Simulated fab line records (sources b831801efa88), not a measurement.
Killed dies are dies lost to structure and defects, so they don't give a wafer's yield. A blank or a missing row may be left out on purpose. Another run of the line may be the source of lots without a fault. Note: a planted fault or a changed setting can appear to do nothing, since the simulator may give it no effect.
Which of the tools did it? | flow sky130 | 13 lots, 39 wafers sampled, at 4 steps of a route of 708

## WHAT THE GAUGES READ, wafer by wafer
SKY_PASSIVATION_THK_MEAS_01.
lot  | measured     | on            | PASSIVATION_CVD_00_THK (nm)
L444 | day 44 12:22 | film-metro-01 | 87.5 90.0 88.2
L445 | day 44 16:19 | film-metro-01 | 89.8 89.6 90.1
L446 | day 44 18:52 | film-metro-03 | 88.8 89.4 90.3
L447 | day 44 19:58 | film-metro-04 | 88.0 90.0 92.3
L448 | day 45 10:18 | film-metro-01 | 90.8 88.8 91.7
L449 | day 45 13:19 | film-metro-04 | 87.2 87.3 89.9
L457 | day 47 16:07 | film-metro-01 | 89.5 90.2 91.1
L458 | day 47 17:51 | film-metro-03 | 90.0 91.3 90.4
L459 | day 48 01:34 | film-metro-03 | 89.5 90.3 91.3
L460 | day 48 07:38 | film-metro-04 | 90.1 90.5 90.9
L462 | day 48 14:40 | film-metro-04 | 89.0 88.8 89.9
L463 | day 49 03:59 | film-metro-04 | 90.0 91.3 92.0
L467 | day 49 22:15 | film-metro-01 | 89.7 88.8 91.5

## WHICH TOOL RAN EACH LOT (tool, then ch and the chambers of the sampled wafers, then the start)
lot  | SKY_LDD_LDN_STRIP_12                 | SKY_METAL5_SPUTTER_03        | SKY_METAL5_SPUTTER_04
L444 | plasma-asher-02 ch 0,1, day 23 13:19 | pvd-sputter-04, day 43 12:26 | pvd-sputter-04, day 43 12:27
L445 | plasma-asher-03 ch 0,1, day 23 17:23 | pvd-sputter-04, day 43 16:41 | pvd-sputter-04, day 43 16:42
L446 | plasma-asher-01 ch 0,1, day 23 23:05 | pvd-sputter-04, day 43 19:04 | pvd-sputter-04, day 43 19:05
L447 | plasma-asher-02 ch 0,1, day 24 03:49 | pvd-sputter-02, day 43 22:04 | pvd-sputter-02, day 43 22:04
L448 | plasma-asher-03 ch 0, day 24 16:56   | pvd-sputter-04, day 44 12:04 | pvd-sputter-04, day 44 12:05
L449 | plasma-asher-01 ch 0, day 24 19:46   | pvd-sputter-02, day 44 13:34 | pvd-sputter-02, day 44 13:35
L457 | plasma-asher-03 ch 0,1, day 27 23:17 | pvd-sputter-02, day 46 19:19 | pvd-sputter-02, day 46 19:20
L458 | plasma-asher-03 ch 0,1, day 28 04:31 | pvd-sputter-02, day 46 20:23 | pvd-sputter-02, day 46 20:24
L459 | plasma-asher-02 ch 0, day 28 10:29   | pvd-sputter-01, day 47 05:28 | pvd-sputter-01, day 47 05:29
L460 | plasma-asher-02 ch 0,1, day 28 16:49 | pvd-sputter-02, day 47 10:34 | pvd-sputter-02, day 47 10:35
L462 | plasma-asher-02 ch 0,1, day 29 10:31 | pvd-sputter-04, day 47 18:07 | pvd-sputter-04, day 47 18:08
L463 | plasma-asher-02 ch 0,1, day 29 18:16 | pvd-sputter-02, day 48 07:22 | pvd-sputter-02, day 48 07:23
L467 | plasma-asher-02 ch 0,1, day 31 04:56 | pvd-sputter-04, day 49 04:15 | pvd-sputter-04, day 49 04:16
- SKY_LDD_LDN_STRIP_12: strips in O2/N2.
- SKY_METAL5_SPUTTER_03: material Ti, target thk 5 nm, time 3.3 s.
- SKY_METAL5_SPUTTER_04: material TiN, target thk 70 nm, time 58.3 s.

## AS READ BY THE TOOLS THEMSELVES (means over the sampled wafers that have a number; for cases with no such wafer, the mark the record gives instead)
SKY_LDD_LDN_STRIP_12.
lot  | tool            | drypump-motor-current-A (A) | oes-product-au (a.u.) | strip-time-to-endpoint-s (s)
L444 | plasma-asher-02 | 5.4                         | 0.715                 | 14.18
L445 | plasma-asher-03 | 6.1                         | 0.718                 | 14.15
L446 | plasma-asher-01 | 6.4                         | 0.719                 | 14.18
L447 | plasma-asher-02 | 5.3                         | 0.713                 | 14.19
L448 | plasma-asher-03 | 6.0                         | 0.715                 | 14.12
L449 | plasma-asher-01 | 6.6                         | 0.717                 | 14.15
L457 | plasma-asher-03 | 6.0                         | 0.714                 | 14.11
L458 | plasma-asher-03 | 6.0                         | 0.714                 | 14.23
L459 | plasma-asher-02 | 4.9                         | 0.714                 | 14.17
L460 | plasma-asher-02 | 5.7                         | 0.717                 | 14.18
L462 | plasma-asher-02 | 5.7                         | 0.715                 | 14.19
L463 | plasma-asher-02 | 5.4                         | 0.714                 | 14.17
L467 | plasma-asher-02 | 5.3                         | 0.712                 | 14.15

SKY_METAL5_SPUTTER_03.
lot  | tool           | throttle-valve-pct (%)
L444 | pvd-sputter-04 | 29.7
L445 | pvd-sputter-04 | 30.3
L446 | pvd-sputter-04 | 30.6
L447 | pvd-sputter-02 | 29.6
L448 | pvd-sputter-04 | 30.2
L449 | pvd-sputter-02 | 30.3
L457 | pvd-sputter-02 | 30.8
L458 | pvd-sputter-02 | 30.9
L459 | pvd-sputter-01 | 29.6
L460 | pvd-sputter-02 | 29.8
L462 | pvd-sputter-04 | 30.1
L463 | pvd-sputter-02 | 29.7
L467 | pvd-sputter-04 | 30.3

SKY_METAL5_SPUTTER_04.
lot  | tool           | throttle-valve-pct (%)
L444 | pvd-sputter-04 | 29.8
L445 | pvd-sputter-04 | 30.3
L446 | pvd-sputter-04 | 30.5
L447 | pvd-sputter-02 | 29.7
L448 | pvd-sputter-04 | 30.0
L449 | pvd-sputter-02 | 30.5
L457 | pvd-sputter-02 | 30.9
L458 | pvd-sputter-02 | 31.0
L459 | pvd-sputter-01 | 29.5
L460 | pvd-sputter-02 | 29.8
L462 | pvd-sputter-04 | 30.4
L463 | pvd-sputter-02 | 29.6
L467 | pvd-sputter-04 | 30.3

## THE ANSWER, worked out from the rows above alone
Rule: the lots themselves supply what counts as usual. Put in order of their means at a reading, lots are off if they are a third of the lots or fewer, leave a main group of 4 or more, and stand apart from it by a gap of 3 or more times the standard deviation of the main group's means; of several such gaps the widest counts. A main group is skipped when, at the precision printed for the reading in the tables above, its means are all equal. Also off: a lot with no number at a reading for which 4 or more lots have one. Where the step has rows for the other lots, those lots are counted as sound. The gauges are gone through in route order, then the tools' own readings, and for those a lot's mean is taken as printed above. At the first step where some lot is off, the reading lying furthest off is the one used; lots without a number count as furthest.
None of the lots is off at any reading shown; this tells nothing.

## WHAT WAS PUT IN BY THE SIMULATOR
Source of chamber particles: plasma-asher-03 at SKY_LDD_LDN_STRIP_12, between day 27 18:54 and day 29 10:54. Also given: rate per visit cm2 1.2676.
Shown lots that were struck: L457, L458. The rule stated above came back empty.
